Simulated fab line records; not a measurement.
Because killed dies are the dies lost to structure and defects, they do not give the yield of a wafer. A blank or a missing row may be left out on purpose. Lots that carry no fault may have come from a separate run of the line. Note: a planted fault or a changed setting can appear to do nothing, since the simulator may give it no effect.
Which of the tools did it?    flow sky130    42 wafers from 14 lots sampled at 3 of the route's 708 steps

WHAT EACH GAUGE READ, for each wafer
SKY_LI_CONTACT_THK_MEAS_01.
lot   measured      on             LI_CONTACT_HDPCVD_THK (nm)
L825  day 28 07:04  film_metro-02  946 943 943
L826  day 28 14:30  film_metro-03  936 932 931
L827  day 28 17:31  film_metro-01  921 925 927
L828  day 29 04:41  film_metro-01  933 921 933
L829  day 29 20:19  film_metro-02  918 917 928
L830  day 30 03:26  film_metro-01  916 937 940
L833  day 31 13:25  film_metro-03  942 946 936
L834  day 31 13:28  film_metro-01  954 940 953
L835  day 31 17:16  film_metro-03  931 940 928
L836  day 31 22:15  film_metro-02  934 941 935
L837  day 32 06:49  film_metro-03  942 946 935
L839  day 33 01:19  film_metro-03  934 925 951
L847  day 35 12:13  film_metro-02  929 932 921
L848  day 35 14:01  film_metro-03  939 946 935

SKY_LI_CONTACT_CD_MEAS_12: target cd 170 nm.
lot   measured      on         cd_nm (nm)
L825  day 29 12:12  cd_sem-02  166.9 168.1 169.0
L826  day 29 18:25  cd_sem-02  170.0 170.5 169.0
L827  day 29 22:55  cd_sem-01  169.4 167.5 168.6
L828  day 30 09:20  cd_sem-02  172.1 170.7 170.6
L829  day 31 00:25  cd_sem-01  170.7 169.1 171.5
L830  day 31 07:11  cd_sem-01  173.8 173.5 174.0
L833  day 32 17:00  cd_sem-01  170.3 171.3 170.5
L834  day 32 17:20  cd_sem-01  172.3 172.2 171.6
L835  day 32 21:37  cd_sem-01  172.4 170.3 171.0
L836  day 33 02:40  cd_sem-01  168.3 169.7 167.9
L837  day 33 10:39  cd_sem-01  170.7 170.6 168.4
L839  day 34 05:04  cd_sem-02  168.9 166.5 170.3
L847  day 36 14:36  cd_sem-02  169.9 169.5 171.1
L848  day 36 17:16  cd_sem-02  170.2 170.6 170.5

EACH LOT AND THE TOOL THAT RAN IT (in order: tool; ch and the chambers of the sampled wafers; start)
lot   SKY_LI_CONTACT_CMP_02
L825  cmp-02 ch 0,2,3, day 28 07:14
L826  cmp-01 ch 0,1, day 28 14:35
L827  cmp-02 ch 1,2,3, day 28 17:41
L828  cmp-01 ch 1,3, day 29 04:47
L829  cmp-01 ch 0,1,3, day 29 20:31
L830  cmp-02 ch 1,2, day 30 03:28
L833  cmp-02 ch 0,1,3, day 31 13:32
L834  cmp-02 ch 1,3, day 31 13:47
L835  cmp-01 ch 0,1,2, day 31 17:19
L836  cmp-02 ch 0,1, day 31 22:19
L837  cmp-01 ch 0,1,2, day 32 06:56
L839  cmp-01 ch 0,2, day 33 01:25
L847  cmp-02 ch 0,1,2, day 35 12:19
L848  cmp-01 ch 0,1,2, day 35 14:04
- SKY_LI_CONTACT_CMP_02: polishes PSG.

AS READ BY THE TOOLS THEMSELVES (means over the sampled wafers that have a number; for cases with no such wafer, the mark the record gives instead)
SKY_LI_CONTACT_CMP_02.
lot   tool    motor_current_A (A)  slurry_flow_ml_min  time_to_endpoint_s (s)
L825  cmp-02  12.4                 150.2               31.0
L826  cmp-01  13.8                 149.8               29.9
L827  cmp-02  12.2                 149.8               31.3
L828  cmp-01  12.9                 150.0               33.8
L829  cmp-01  13.6                 149.8               34.5
L830  cmp-02  11.5                 150.5               39.1
L833  cmp-02  13.0                 150.7               33.2
L834  cmp-02  11.9                 150.5               37.2
L835  cmp-01  13.0                 150.3               31.3
L836  cmp-02  11.9                 150.5               36.8
L837  cmp-01  13.1                 150.0               33.4
L839  cmp-01  12.6                 149.8               33.5
L847  cmp-02  11.9                 150.1               33.0
L848  cmp-01  13.5                 149.9               32.1

THE ANSWER, worked out from the rows above alone
Rule: the usual values come from the lots themselves. Put in order of their means at a reading, lots are off if they are a third of the lots or fewer, leave a main group of 4 or more, and stand apart from it by a gap of 3 or more times the standard deviation of the main group's means; of several such gaps the widest counts. Not used: any main group whose means are identical at the precision the tables above print for the reading. Also off: a lot with no number at a reading for which 4 or more lots have one. Where the step has rows for the other lots, those lots are counted as sound. Order of review: gauges by route order, followed by the tools' own readings, for which a lot's mean as printed above is used. The first step at which some lot is off is used, and at that step the reading that is off furthest; a lot without a number counts as furthest.
No lot is off on any of the readings shown, so nothing can be concluded from this.

WHAT THE SIMULATOR HAD PUT IN
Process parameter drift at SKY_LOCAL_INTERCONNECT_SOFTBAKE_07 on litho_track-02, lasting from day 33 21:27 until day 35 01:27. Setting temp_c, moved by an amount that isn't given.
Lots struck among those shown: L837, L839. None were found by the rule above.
